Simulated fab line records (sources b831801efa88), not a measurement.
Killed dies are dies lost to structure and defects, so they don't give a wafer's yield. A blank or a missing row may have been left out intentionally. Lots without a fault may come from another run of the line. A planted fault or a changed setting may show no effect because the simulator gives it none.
fab line records	flow gf180mcu
[record] lots = 24	wafers = 72	last-day = 34
route steps=602 shown M4@456 V4@477 V5@556
lots that met no fault: taken from a fault-free run of the same line
start-h: hours from the record's first day to the start of the lot's first wafer shown	wait-h: how many hours have passed since the lot's step before this one	" same as the row above	L1.1+2: several wafers, shown together as one row	- either no value or no given start	* or withheld: withheld	< > ~ a bound
route shown NAME@n: NAME is a module with steps in the file, n the number in the route of the first one	usual: the fault-free wafers' mean and standard deviation	same: alike in all rows	chamber/n: place in a boat	sites: readings site by site	_std_site: the values' standard deviation	_edge_site: inner sites' mean taken away from outer sites' mean	radius-mm: how far each site lies from the wafer's centre	mask NAME#n: copy n	behind: the last tool/chamber to shape the wafer	hold: what put the lot on hold/how long, in hours/how the hold closed	device: the transistor (n, p or np) that didn't switch	end of line: at the end of the route, the tests of the same wafers	a step with no rows: only its recipe	killed: dies lost to structure and defects at the first sort, not the wafer's yield	map: a wafer's dies, x killed, . not, _ none there
set.NAME: the setting as run; set.NAME@STEP: as run at that earlier step	model.NAME: the simulator's own value behind a step, which no gauge read
one table for each step of the route and one row for each wafer, over a sample of lots
services: a tool's chamber out of use, with start hour (start-h, from the record's first day; less than 0 if before it), hours out, and reason
[[steps]]
[step GF_M4_SPUTTER_00]
[recipe] material = Ti	target-thk-nm = 37.5	arriving-ion-energy-ev = 80	substrate-temp-c = 200	chamber-pressure-pa = 2	power-w = 4000	time-s = 150
[usual] throttle-valve-pct = 30.3/1
lot.wafer	tool	chamber	start-h	wait-h	throttle-valve-pct
L074.1	pvd-sputter-01	-	516.43	0.1	31.1
L074.4	"	-	"	"	29.4
L074.5	"	-	"	"	31.1
L075.1	pvd-sputter-04	-	522.88	0.2	30.1
L075.3	"	-	"	"	30.8
L075.6	"	-	"	"	31.0
L076.2	pvd-sputter-02	-	533.78	0.1	30.8
L076.3	"	-	"	"	30.7
L076.6	"	-	"	"	30.9
L077.1	pvd-sputter-01	-	546.26	0.2	29.8
L077.2	"	-	"	"	31.6
L077.3	"	-	"	"	31.0
L078.1	pvd-sputter-01	-	553.43	0.1	29.7
L078.3	"	-	"	"	31.5
L078.5	"	-	"	"	30.1
L079.1	pvd-sputter-02	-	562.23	0.1	30.6
L079.2	"	-	"	"	29.4
L079.3	"	-	"	"	30.9
L080.2	pvd-sputter-02	-	573.19	0.1	30.9
L080.4	"	-	"	"	29.4
L080.6	"	-	"	"	31.8
L081.1	pvd-sputter-01	-	581.46	0.1	31.2
L081.4	"	-	"	"	30.4
L081.5	"	-	"	"	30.2
L082.1	pvd-sputter-04	-	589.32	0.2	27.8
L082.4	"	-	"	"	30.7
L082.5	"	-	"	"	31.1
L083.1	pvd-sputter-01	-	601.96	0.1	30.9
L083.5	"	-	"	"	30.0
L083.6	"	-	"	"	31.0
L084.1	pvd-sputter-02	-	607.63	0.1	30.7
L084.3	"	-	"	"	30.6
L084.4	"	-	"	"	31.6
L085.1	pvd-sputter-04	-	609.04	0.2	27.7
L085.2	"	-	"	"	30.1
L085.5	"	-	"	"	30.0
L086.1	pvd-sputter-01	-	618.54	0.1	31.2
L086.3	"	-	"	"	29.6
L086.4	"	-	"	"	30.2
L087.1	pvd-sputter-02	-	627.46	0.2	31.7
L087.3	"	-	"	"	31.0
L087.5	"	-	"	"	31.9
L088.1	pvd-sputter-01	-	637.08	0.2	29.6
L088.2	"	-	"	"	30.9
L088.5	"	-	"	"	31.4
L089.1	pvd-sputter-01	-	642.47	0.2	31.4
L089.2	"	-	"	"	31.2
L089.6	"	-	"	"	31.5
L090.2	pvd-sputter-04	-	646.88	0.1	30.8
L090.4	"	-	"	"	27.7
L090.5	"	-	"	"	30.2
L091.2	pvd-sputter-04	-	650.81	0.1	27.6
L091.5	"	-	"	"	28.7
L091.6	"	-	"	"	29.8
L092.1	pvd-sputter-04	-	656.79	0.1	28.9
L092.2	"	-	"	"	27.8
L092.6	"	-	"	"	31.1
L093.1	pvd-sputter-02	-	666.71	0.2	29.4
L093.3	"	-	"	"	30.7
L093.4	"	-	"	"	31.9
L094.1	pvd-sputter-02	-	673.75	0.2	30.6
L094.4	"	-	"	"	31.8
L094.5	"	-	"	"	30.9
L095.2	pvd-sputter-02	-	678.42	0.2	30.7
L095.5	"	-	"	"	30.6
L095.6	"	-	"	"	30.6
L096.1	pvd-sputter-04	-	682.53	0.2	30.8
L096.2	"	-	"	"	29.8
L096.6	"	-	"	"	30.2
L097.2	pvd-sputter-01	-	690.58	0.2	31.3
L097.3	"	-	"	"	29.4
L097.4	"	-	"	"	31.2
[step GF_M4_METAL_ETCH_16]
[recipe] chemistry = Cl2/BCl3	mask-material = KrF	target-depth-nm = 750.8	stop-on = SiO2	pressure-mtorr = 8	icp-w = 800	bias-w = 140	Cl2_flow_sccm = 80	bcl3-flow-sccm = 40	time-s = 125.1
[usual] drypump-motor-current-A = 5.5/0.7	oes-product-au = 0.991/0.0062	throttle-valve-pct = 28.230/0.011
lot.wafer	tool	chamber	start-h	wait-h	drypump-motor-current-A	oes-product-au	rf-hours-counter-h	throttle-valve-pct
L074.1	rie-metal-04	0	539.82	0.0	6.8	0.984	7	28.229
L074.4	"	0	"	"	6.8	0.994	-	28.221
L074.5	"	1	"	"	4.9	1.000	-	28.234
L075.1	rie-metal-03	1	545.90	0.0	5.4	1.000	1	28.240
L075.3	"	1	"	"	5.4	0.996	-	28.229
L075.6	"	0	"	"	4.9	0.987	-	28.213
L076.2	rie-metal-04	0	556.40	0.0	6.8	0.993	7	28.215
L076.3	"	1	"	"	4.9	0.999	-	28.223
L076.6	"	1	"	"	4.9	1.003	-	28.226
L077.1	rie-metal-04	1	569.25	0.0	4.9	0.985	2	28.209
L077.2	"	0	"	"	6.7	0.996	8	28.198
L077.3	"	0	"	"	6.8	0.990	-	28.212
L078.1	rie-metal-02	1	575.40	0.0	5.1	0.988	5	28.244
L078.3	"	1	"	"	5.2	0.992	-	28.240
L078.5	"	1	"	"	5.1	0.996	-	28.231
L079.1	rie-metal-02	0	584.40	0.0	6.0	0.988	8	28.236
L079.2	"	1	"	"	5.2	0.980	5	28.239
L079.3	"	0	"	"	6.1	0.973	-	28.230
L080.2	rie-metal-04	1	594.70	0.0	4.9	0.985	2	28.229
L080.4	"	1	"	"	4.9	0.991	-	28.235
L080.6	"	0	"	"	6.7	0.997	-	28.232
L081.1	rie-metal-03	0	602.67	0.0	4.9	0.988	5	28.230
L081.4	"	1	"	"	5.4	0.994	-	28.226
L081.5	"	0	"	"	4.9	0.993	-	28.228
L082.1	rie-metal-04	0	610.90	0.0	6.7	0.986	9	28.236
L082.4	"	0	"	"	6.7	0.998	-	28.224
L082.5	"	1	"	"	4.9	0.987	-	28.235
L083.1	rie-metal-03	0	622.90	0.0	4.9	1.001	5	28.221
L083.5	"	1	"	"	5.5	0.991	-	28.203
L083.6	"	0	"	"	4.9	0.990	-	28.226
L084.1	rie-metal-02	1	628.30	0.0	5.1	0.982	7	28.246
L084.3	"	1	"	"	5.1	1.007	-	28.232
L084.4	"	0	"	"	6.0	0.992	-	28.241
L085.1	rie-metal-04	0	630.00	0.0	6.8	0.991	10	28.213
L085.2	"	1	"	"	4.9	1.000	4	28.231
L085.5	"	0	"	"	6.7	0.994	-	28.233
L086.1	rie-metal-03	1	639.40	0.0	5.4	0.990	4	28.242
L086.3	"	1	"	"	5.4	0.989	-	28.228
L086.4	"	0	"	"	4.8	0.992	-	28.244
L087.1	rie-metal-03	0	647.60	0.0	4.9	0.989	6	28.227
L087.3	"	0	"	"	4.9	0.991	-	28.230
L087.5	"	0	"	"	4.8	0.993	-	28.229
L088.1	rie-metal-02	0	657.02	0.0	6.1	0.986	10	28.247
L088.2	"	1	"	"	5.1	0.989	8	28.230
L088.5	"	0	"	"	6.0	0.980	-	28.226
L089.1	rie-metal-04	1	662.17	0.0	4.9	0.995	5	28.227
L089.2	"	1	"	"	4.9	0.989	-	28.228
L089.6	"	1	"	"	4.9	0.998	-	28.225
L090.2	rie-metal-03	1	666.45	0.0	5.4	0.993	5	28.238
L090.4	"	0	"	"	4.9	0.986	-	28.210
L090.5	"	0	"	"	4.9	0.990	-	28.244
L091.2	rie-metal-03	0	670.47	0.0	4.9	0.988	7	28.237
L091.5	"	1	"	"	5.4	0.986	-	28.234
L091.6	"	0	"	"	4.8	0.983	-	28.247
L092.1	rie-metal-02	1	675.90	0.0	5.2	0.988	8	28.232
L092.2	"	0	"	"	6.0	0.977	11	28.246
L092.6	"	0	"	"	6.0	0.979	-	28.229
L093.1	rie-metal-04	1	686.56	0.0	4.9	0.987	6	28.230
L093.3	"	1	"	"	4.9	0.990	-	28.237
L093.4	"	0	"	"	6.7	0.990	-	28.235
L094.1	rie-metal-04	1	693.25	0.0	4.9	0.996	6	28.230
L094.4	"	1	"	"	4.9	0.993	-	28.225
L094.5	"	1	"	"	4.9	0.991	-	28.251
L095.2	rie-metal-04	0	696.85	0.0	6.7	0.993	12	28.217
L095.5	"	0	"	"	6.8	0.998	-	28.225
L095.6	"	1	"	"	4.9	0.988	-	28.243
L096.1	rie-metal-03	0	701.87	0.0	4.9	0.975	9	28.235
L096.2	"	1	"	"	5.4	0.991	6	28.226
L096.6	"	0	"	"	4.9	0.991	-	28.234
L097.2	rie-metal-02	1	709.90	0.0	5.1	0.989	10	28.239
L097.3	"	0	"	"	6.0	0.991	-	28.240
L097.4	"	1	"	"	5.2	0.993	-	28.226
[step GF_V4_THK_MEAS_01]
[recipe] reads = SiO2_of_V4_CVD_00
[usual] V4_CVD_00_THK = 602/6.5
lot.wafer	tool	chamber	start-h	wait-h	V4_CVD_00_THK[nm]
L074.1	film-metro-01	-	540.56	0.0	608
L074.4	"	-	"	"	603
L074.5	"	-	"	"	605
L075.1	film-metro-03	-	546.64	0.0	598
L075.3	"	-	"	"	591
L075.6	"	-	"	"	592
L076.2	film-metro-03	-	557.18	0.0	615
L076.3	"	-	"	"	597
L076.6	"	-	"	"	608
L077.1	film-metro-04	-	569.98	0.0	606
L077.2	"	-	"	"	596
L077.3	"	-	"	"	601
L078.1	film-metro-01	-	576.13	0.0	597
L078.3	"	-	"	"	585
L078.5	"	-	"	"	596
L079.1	film-metro-01	-	585.14	0.0	602
L079.2	"	-	"	"	589
L079.3	"	-	"	"	586
L080.2	film-metro-01	-	595.48	0.0	605
L080.4	"	-	"	"	599
L080.6	"	-	"	"	606
L081.1	film-metro-03	-	603.44	0.0	605
L081.4	"	-	"	"	604
L081.5	"	-	"	"	596
L082.1	film-metro-03	-	611.68	0.0	604
L082.4	"	-	"	"	608
L082.5	"	-	"	"	603
L083.1	film-metro-03	-	623.63	0.0	591
L083.5	"	-	"	"	599
L083.6	"	-	"	"	595
L084.1	film-metro-04	-	629.04	0.0	606
L084.3	"	-	"	"	610
L084.4	"	-	"	"	608
L085.1	film-metro-01	-	630.74	0.0	601
L085.2	"	-	"	"	602
L085.5	"	-	"	"	608
L086.1	film-metro-04	-	640.17	0.0	611
L086.3	"	-	"	"	604
L086.4	"	-	"	"	611
L087.1	film-metro-03	-	648.36	0.0	597
L087.3	"	-	"	"	598
L087.5	"	-	"	"	597
L088.1	film-metro-03	-	657.75	0.0	615
L088.2	"	-	"	"	604
L088.5	"	-	"	"	611
L089.1	film-metro-03	-	663.03	0.0	602
L089.2	"	-	"	"	604
L089.6	"	-	"	"	612
L090.2	film-metro-01	-	667.23	0.1	609
L090.4	"	-	"	"	602
L090.5	"	-	"	"	610
L091.2	film-metro-03	-	671.26	0.1	608
L091.5	"	-	"	"	605
L091.6	"	-	"	"	605
L092.1	film-metro-04	-	676.68	0.1	609
L092.2	"	-	"	"	596
L092.6	"	-	"	"	604
L093.1	film-metro-01	-	687.34	0.0	606
L093.3	"	-	"	"	605
L093.4	"	-	"	"	607
L094.1	film-metro-01	-	693.98	0.0	594
L094.4	"	-	"	"	603
L094.5	"	-	"	"	602
L095.2	film-metro-01	-	697.64	0.1	600
L095.5	"	-	"	"	600
L095.6	"	-	"	"	605
L096.1	film-metro-01	-	702.60	0.0	610
L096.2	"	-	"	"	607
L096.6	"	-	"	"	606
L097.2	film-metro-04	-	710.64	0.0	610
L097.3	"	-	"	"	602
L097.4	"	-	"	"	617
[step GF_V4_CMP_04]
[recipe] material = SiO2	down-force-psi = 4	platen-rpm = 60	pad-velocity-m-s = 0.94248
[usual] head-pressure-psi = 4.000/0.0082	motor-current-A = 12.1/1.2	time-to-endpoint-s = 79/5.8
lot.wafer	tool	chamber	start-h	wait-h	head-pressure-psi	motor-current-A	time-to-endpoint-s
L074.1	cmp-01	3	540.79	0.1	4.011	13.5	73
L074.4	"	0	"	"	3.995	11.2	88
L074.5	"	3	"	"	4.002	14.1	82
L075.3	cmp-02	2	546.83	0.0	4.010	11.8	68
L075.1	"	0	"	"	3.984	11.1	71
L075.6	"	2	"	"	3.998	11.8	71
L076.2	cmp-02	2	557.36	0.0	4.003	12.6	67
L076.3	"	3	"	"	3.995	14.0	77
L076.6	"	3	"	"	3.994	13.2	87
L077.1	cmp-01	0	570.17	0.1	3.988	10.6	89
L077.2	"	2	"	"	4.012	12.8	86
L077.3	"	3	"	"	4.004	13.7	86
L078.1	cmp-01	3	576.32	0.1	3.998	13.3	82
L078.3	"	0	"	"	4.007	10.6	85
L078.5	"	3	"	"	4.006	13.9	83
L079.1	cmp-01	0	585.55	0.3	4.002	10.7	75
L079.2	"	2	"	"	3.991	12.2	78
L079.3	"	3	"	"	4.001	13.9	72
L080.2	cmp-02	1	595.74	0.1	4.003	11.5	70
L080.4	"	2	"	"	4.002	12.1	79
L080.6	"	1	"	"	3.998	11.3	81
L081.1	cmp-01	2	603.63	0.1	3.984	13.2	77
L081.4	"	0	"	"	3.999	11.2	82
L081.5	"	2	"	"	4.010	12.9	88
L082.4	cmp-02	1	611.87	0.0	4.004	11.4	76
L082.1	"	0	"	"	3.995	11.3	70
L082.5	"	2	"	"	3.998	12.4	71
L083.1	cmp-02	2	623.87	0.1	4.007	12.4	71
L083.6	"	1	"	"	3.989	11.8	73
L083.5	"	2	"	"	4.008	12.5	76
L084.1	cmp-01	3	629.23	0.1	4.011	13.7	78
L084.3	"	0	"	"	4.008	10.8	79
L084.4	"	1	"	"	4.009	10.2	88
L085.1	cmp-01	3	631.01	0.1	4.011	13.9	77
L085.2	"	1	"	"	3.996	10.8	80
L085.5	"	3	"	"	4.006	12.8	87
L086.4	cmp-01	0	640.36	0.0	4.000	11.1	79
L086.1	"	2	"	"	3.992	12.8	77
L086.3	"	3	"	"	3.999	13.2	71
L087.1	cmp-02	3	648.68	0.2	4.005	13.7	85
L087.3	"	0	"	"	4.001	10.9	83
L087.5	"	2	"	"	3.993	12.1	76
L088.1	cmp-01	3	657.99	0.1	4.001	13.6	67
L088.2	"	0	"	"	3.999	11.2	78
L088.5	"	3	"	"	4.009	13.0	75
L089.1	cmp-01	2	663.22	0.1	4.017	12.8	76
L089.2	"	0	"	"	4.001	11.2	78
L089.6	"	3	"	"	4.006	14.0	81
L090.2	cmp-01	2	667.41	0.0	3.988	12.8	75
L090.4	"	0	"	"	4.004	10.9	90
L090.5	"	3	"	"	4.003	13.1	83
L091.2	cmp-01	0	671.62	0.2	4.007	11.1	75
L091.6	"	1	"	"	3.993	10.4	85
L091.5	"	2	"	"	4.014	12.2	79
L092.1	cmp-01	3	676.87	0.1	3.997	13.4	74
L092.2	"	1	"	"	3.991	10.8	73
L092.6	"	0	"	"	3.989	11.5	78
L093.3	cmp-01	2	687.53	0.0	4.002	12.8	74
L093.1	"	0	"	"	3.995	10.9	79
L093.4	"	1	"	"	4.003	10.9	89
L094.4	cmp-01	3	694.17	0.0	4.002	13.7	75
L094.1	"	2	"	"	3.993	12.7	73
L094.5	"	3	"	"	3.982	13.7	85
L095.2	cmp-01	3	697.87	0.1	4.006	13.4	78
L095.5	"	2	"	"	3.992	12.4	79
L095.6	"	3	"	"	4.005	13.6	81
L096.1	cmp-01	2	702.84	0.1	4.006	12.8	74
L096.2	"	0	"	"	4.005	11.1	75
L096.6	"	2	"	"	3.997	12.6	77
L097.2	cmp-01	2	710.87	0.1	4.009	12.9	83
L097.4	"	3	"	"	3.991	13.6	75
L097.3	"	0	"	"	3.984	10.8	75
[step GF_V4_ETCH_17]
[recipe] chemistry = C4F8/O2/Ar	mask-material = KrF	target = SiO2	stop-on = TiN	source-w = 1500	bias-w = 1200	pressure-mtorr = 40	c4f8-flow-sccm = withheld	O2_flow_sccm = 6	Ar_flow_sccm = 300	time-s = withheld	target-depth-a = 6300
[usual] oes-product-au = 0.856/0.0045
lot.wafer	tool	chamber	start-h	wait-h	oes-product-au
L074.1	rie-diel-03	3	-	-	0.852
L074.4	"	1	"	"	0.854
L074.5	"	3	"	"	0.855
L075.1	rie-diel-02	2	-	-	0.860
L075.3	"	0	"	"	0.860
L075.6	"	1	"	"	0.861
L076.2	rie-diel-03	0	-	-	0.844
L076.3	"	3	"	"	0.852
L076.6	"	1	"	"	0.855
L077.1	rie-diel-01	1	-	-	0.852
L077.2	"	2	"	"	0.855
L077.3	"	0	"	"	0.854
L078.1	rie-diel-01	3	-	-	0.850
L078.3	"	2	"	"	0.850
L078.5	"	3	"	"	0.860
L079.1	rie-diel-03	2	-	-	0.855
L079.2	"	0	"	"	0.859
L079.3	"	1	"	"	0.857
L080.2	rie-diel-01	1	-	-	0.856
L080.4	"	3	"	"	0.858
L080.6	"	0	"	"	0.850
L081.1	rie-diel-03	1	-	-	0.852
L081.4	"	2	"	"	0.845
L081.5	"	2	"	"	0.863
L082.1	rie-diel-01	0	-	-	0.852
L082.4	"	3	"	"	0.855
L082.5	"	2	"	"	0.855
L083.1	rie-diel-03	3	-	-	0.861
L083.5	"	0	"	"	0.855
L083.6	"	3	"	"	0.865
L084.1	rie-diel-01	1	-	-	0.853
L084.3	"	3	"	"	0.852
L084.4	"	2	"	"	0.856
L085.1	rie-diel-03	3	-	-	0.862
L085.2	"	0	"	"	0.844
L085.5	"	3	"	"	0.858
L086.1	rie-diel-01	1	-	-	0.859
L086.3	"	2	"	"	0.861
L086.4	"	1	"	"	0.857
L087.1	rie-diel-02	1	-	-	0.856
L087.3	"	0	"	"	0.856
L087.5	"	1	"	"	0.853
L088.1	rie-diel-02	3	-	-	0.854
L088.2	"	1	"	"	0.858
L088.5	"	2	"	"	0.856
L089.1	rie-diel-01	3	-	-	0.851
L089.2	"	0	"	"	0.864
L089.6	"	1	"	"	0.858
L090.2	rie-diel-01	0	-	-	0.860
L090.4	"	3	"	"	0.861
L090.5	"	3	"	"	0.856
L091.2	rie-diel-03	2	-	-	0.860
L091.5	"	2	"	"	0.857
L091.6	"	0	"	"	0.854
L092.1	rie-diel-02	2	-	-	0.861
L092.2	"	3	"	"	0.853
L092.6	"	3	"	"	0.859
L093.1	rie-diel-01	0	-	-	0.864
L093.3	"	3	"	"	0.854
L093.4	"	3	"	"	0.850
L094.1	rie-diel-01	3	-	-	0.850
L094.4	"	0	"	"	0.855
L094.5	"	1	"	"	0.861
L095.2	rie-diel-02	3	-	-	0.856
L095.5	"	0	"	"	0.853
L095.6	"	1	"	"	0.858
L096.1	rie-diel-03	2	-	-	0.857
L096.2	"	3	"	"	0.860
L096.6	"	2	"	"	0.852
L097.2	rie-diel-01	1	-	-	0.859
L097.3	"	3	"	"	0.843
L097.4	"	0	"	"	0.850
[step GF_V5_ETCH_16]
[recipe] chemistry = N2/H2	target-depth-a = withheld	overetch-a = withheld	time-s = withheld	target = BARC	ion-energy-ev = 200	source-w = 500	bias-w = 100	pressure-mtorr = 30	n2-flow-sccm = 100	h2-flow-sccm = 200
[usual] drypump-motor-current-A = 5.6/0.51	n2-flow-sccm = 100.04/0.3	oes-product-au = 0.855/0.0049	throttle-valve-pct = 13.223/0.0088
lot.wafer	tool	chamber	start-h	wait-h	drypump-motor-current-A	n2-flow-sccm	oes-product-au	throttle-valve-pct
L074.1	rie-diel-02	3	631.35	0.0	5.1	100.36	0.862	13.231
L074.4	"	2	"	"	5.8	100.29	0.861	13.237
L074.5	"	1	"	"	5.2	100.32	0.852	13.221
L075.1	rie-diel-03	3	636.55	0.0	4.8	99.95	0.860	13.234
L075.3	"	1	"	"	5.8	99.69	0.855	13.216
L075.6	"	3	"	"	4.8	100.02	0.861	13.218
L076.2	rie-diel-02	3	646.20	0.0	5.2	99.56	0.862	13.221
L076.3	"	1	"	"	5.2	100.68	0.861	13.217
L076.6	"	3	"	"	5.1	100.01	0.854	13.224
L077.1	rie-diel-02	3	656.95	0.0	5.1	100.23	0.854	13.242
L077.2	"	0	"	"	6.6	99.87	0.849	13.202
L077.3	"	2	"	"	5.8	99.85	0.853	13.216
L078.1	rie-diel-04	1	662.30	0.0	6.2	100.06	0.855	13.229
L078.3	"	0	"	"	5.3	100.18	0.858	13.220
L078.5	"	2	"	"	5.6	99.54	0.861	13.209
L079.1	rie-diel-03	0	670.75	0.0	5.7	100.12	0.853	13.238
L079.2	"	2	"	"	5.4	100.32	0.856	13.232
L079.3	"	3	"	"	4.8	100.28	0.860	13.217
L080.2	rie-diel-02	0	679.45	0.0	6.6	99.76	0.848	13.216
L080.4	"	1	"	"	5.2	99.90	0.863	13.228
L080.6	"	2	"	"	5.8	100.13	0.858	13.226
L081.1	rie-diel-03	2	686.87	0.0	5.4	99.64	0.856	13.209
L081.4	"	2	"	"	5.4	99.65	0.846	13.224
L081.5	"	3	"	"	4.8	100.25	0.856	13.227
L082.1	rie-diel-02	2	693.60	0.0	5.8	99.68	0.854	13.216
L082.4	"	0	"	"	6.5	99.79	0.855	13.231
L082.5	"	3	"	"	5.1	100.28	0.851	13.228
L083.1	rie-diel-03	1	705.35	0.0	5.8	100.26	0.862	13.229
L083.5	"	2	"	"	5.4	99.82	0.851	13.235
L083.6	"	1	"	"	5.8	100.16	0.856	13.238
L084.1	rie-diel-04	0	710.25	0.0	5.3	99.74	0.853	13.220
L084.3	"	2	"	"	5.5	99.83	0.859	13.232
L084.4	"	3	"	"	5.5	99.63	0.857	13.215
L085.1	rie-diel-02	3	711.67	0.0	5.1	100.28	0.848	13.211
L085.2	"	2	"	"	5.8	100.08	0.850	13.227
L085.5	"	3	"	"	5.1	100.25	0.855	13.236
L086.1	rie-diel-02	0	720.00	0.0	6.6	99.98	0.848	13.239
L086.3	"	3	"	"	5.2	100.14	0.857	13.232
L086.4	"	2	"	"	5.8	99.63	0.850	13.230
L087.1	rie-diel-04	1	727.35	0.0	6.2	100.02	0.856	13.205
L087.3	"	3	"	"	5.5	100.33	0.856	13.226
L087.5	"	1	"	"	6.2	99.98	0.848	13.220
L088.1	rie-diel-02	1	736.67	0.0	5.2	100.06	0.849	13.230
L088.2	"	3	"	"	5.1	100.01	0.849	13.210
L088.5	"	3	"	"	5.2	99.77	0.852	13.227
L089.1	rie-diel-03	3	740.85	0.0	4.8	100.05	0.855	13.217
L089.2	"	0	"	"	5.7	100.37	0.860	13.227
L089.6	"	3	"	"	4.8	100.28	0.859	13.213
L090.2	rie-diel-03	2	745.17	0.0	5.4	100.02	0.855	13.206
L090.4	"	0	"	"	5.7	99.95	0.849	13.226
L090.5	"	0	"	"	5.7	99.70	0.859	13.219
L091.2	rie-diel-02	0	748.25	0.0	6.5	99.97	0.853	13.226
L091.5	"	3	"	"	5.1	99.49	0.846	13.227
L091.6	"	2	"	"	5.8	100.42	0.854	13.230
L092.1	rie-diel-02	1	752.85	0.0	5.2	99.90	0.859	13.228
L092.2	"	0	"	"	6.6	99.80	0.855	13.228
L092.6	"	0	"	"	6.6	100.19	0.851	13.214
L093.1	rie-diel-03	1	761.75	0.0	5.8	100.05	0.857	13.219
L093.3	"	2	"	"	5.4	99.88	0.851	13.243
L093.4	"	3	"	"	4.8	99.76	0.860	13.219
L094.1	rie-diel-04	0	767.70	0.0	5.3	100.30	0.859	13.221
L094.4	"	1	"	"	6.2	99.31	0.855	13.233
L094.5	"	3	"	"	5.5	100.34	0.859	13.214
L095.2	rie-diel-02	2	769.95	0.0	5.9	100.09	0.849	13.215
L095.5	"	0	"	"	6.6	99.71	0.857	13.227
L095.6	"	3	"	"	5.2	99.83	0.854	13.222
L096.1	rie-diel-04	0	776.25	0.0	5.3	99.82	0.852	13.211
L096.2	"	3	"	"	5.5	100.49	0.863	13.233
L096.6	"	3	"	"	5.5	100.10	0.850	13.225
L097.2	rie-diel-03	0	782.47	0.0	5.7	100.25	0.864	13.236
L097.3	"	3	"	"	4.8	100.00	0.860	13.215
L097.4	"	2	"	"	5.4	100.67	0.859	13.216
[[services]]
tool	chamber	start-h	hours	kind
cmp-01	-	498.85	0.6	repair
rie-diel-01	-	506.97	2.8	pm
rie-diel-02	0	509.08	20.2	repair
cmp-01	-	528.63	7.4	repair
rie-diel-02	1	528.68	2.7	repair
rie-metal-04	0	541.89	6.5	repair
rie-diel-03	-	552.57	0.5	repair
cmp-01	-	572.00	4.0	pm
rie-diel-02	-	573.53	15.6	pm
rie-diel-02	-	609.06	2.8	pm
rie-diel-03	0	634.06	6.9	repair
rie-diel-03	2	645.92	9.6	repair
rie-diel-03	1	650.31	44.3	repair
rie-diel-01	0	656.51	10.5	repair
rie-diel-03	2	676.60	5.9	repair
rie-diel-03	-	710.36	0.2	repair
cmp-01	-	716.68	0.3	repair
rie-diel-03	0	719.43	7.4	repair
rie-diel-02	-	750.86	0.5	repair
cmp-01	-	751.40	0.9	repair
rie-diel-01	3	756.42	11.5	repair
rie-diel-02	-	760.49	0.4	repair
rie-diel-03	3	764.06	5.4	repair
rie-diel-02	3	781.32	6.2	repair
[[key]]
fault none
